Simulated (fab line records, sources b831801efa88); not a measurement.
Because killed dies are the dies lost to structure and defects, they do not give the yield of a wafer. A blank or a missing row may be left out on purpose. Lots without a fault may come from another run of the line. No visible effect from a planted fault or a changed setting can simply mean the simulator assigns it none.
A lot that was struck, set against a sound lot / flow sky130 / 14 out of 708 route steps
Sound: wafers L470.1, L470.3, L470.5. Struck: wafers L480.3, L480.5, L480.6. The cause comes at the end.
For every step that has rows: the tool of each side, followed by ch and its chambers, followed by its first start. Under that, the readings that differ: sound wafers / struck wafers / difference of the means / sigmas: that difference in standard deviations of wafers without a fault.
alike: readings with means less than 2 such deviations apart, plus words and numbers identical on both sides. not compared: withheld readings, readings lacking a value on some wafer, bounds such as >300 that could conceal the same value, and numbers that have no deviation in the record and whose values overlap.
The two part at a step that has a row with sigmas, a row that says differs or no value, or rows on one side only. When numbers do not overlap yet have no deviation, they are printed without sigmas and do not part them. A reading missing from all wafers of one side parts the sides only when that side holds two or more wafers.

SKY_CAP2M_OVL_MEAS_12:
  sound on overlay-02, day 42 19:26; struck on overlay-01, day 45 12:56
  alike: CAP2M_OVL
SKY_CAP2M_METAL_ETCH_13: etches TiN in Cl2/BCl3, stops on SiO2, target depth 220 nm, time 62.9 s.
  sound on rie_metal-04 ch 0, day 42 19:28; struck on rie_metal-01 ch 0,1, day 45 12:59
  alike: drypump_motor_current_A, mfc_cl2_sccm, oes_product_au, throttle_valve_pct
  not compared: rf_hours_counter_h
SKY_CAP2M_STRIP_14: strips in O2/N2.
  sound on plasma_asher-01 ch 0, day 42 19:38; struck on plasma_asher-01 ch 0,1, day 45 13:04
  alike: drypump_motor_current_A, oes_product_au, strip_time_to_endpoint_s
  not compared: rf_hours_counter_h
then, 9 steps without rows for these wafers: SKY_CAP2M_STRIP_15 (strips in post etch residue remover, time 1200 s); SKY_CAP2M_CLEAN_16 (cleans in IPA, time 180 s); SKY_CAP2M_CLEAN_17 (cleans in O3/DIW); SKY_METAL4_DEHYDRATE_05 (time 60 s); SKY_METAL4_HMDS_06 (prime time 60 s); SKY_METAL4_COAT_07 (resist thk 60 nm); SKY_METAL4_COAT_08 (resist thk 1140 nm); SKY_METAL4_SOFTBAKE_09 (time 90 s); SKY_METAL4_EXPOSE_10 (exposes mask MM4, target cd 300 nm).
SKY_METAL4_PEB_11:
  sound on litho_track-04 ch 0, day 43 17:00; struck on litho_track-02, day 46 09:00
reading=exhaust_pa (Pa); sound=44.5 45.1 45.0; struck=- - -; difference=no value on the struck wafers; sigmas=
  not compared: chill_plate_temp_C
then, 1 step without rows for these wafers: SKY_METAL4_DEVELOP_12 (develop time 60 s).

== WHERE THEY PART ==
At SKY_METAL4_PEB_11 and nowhere else, as far as this record goes.

WHY: the cause the simulator had injected
Skipped step whole: litho_track-02, from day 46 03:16 on, at SKY_METAL4_PEB_11. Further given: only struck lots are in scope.
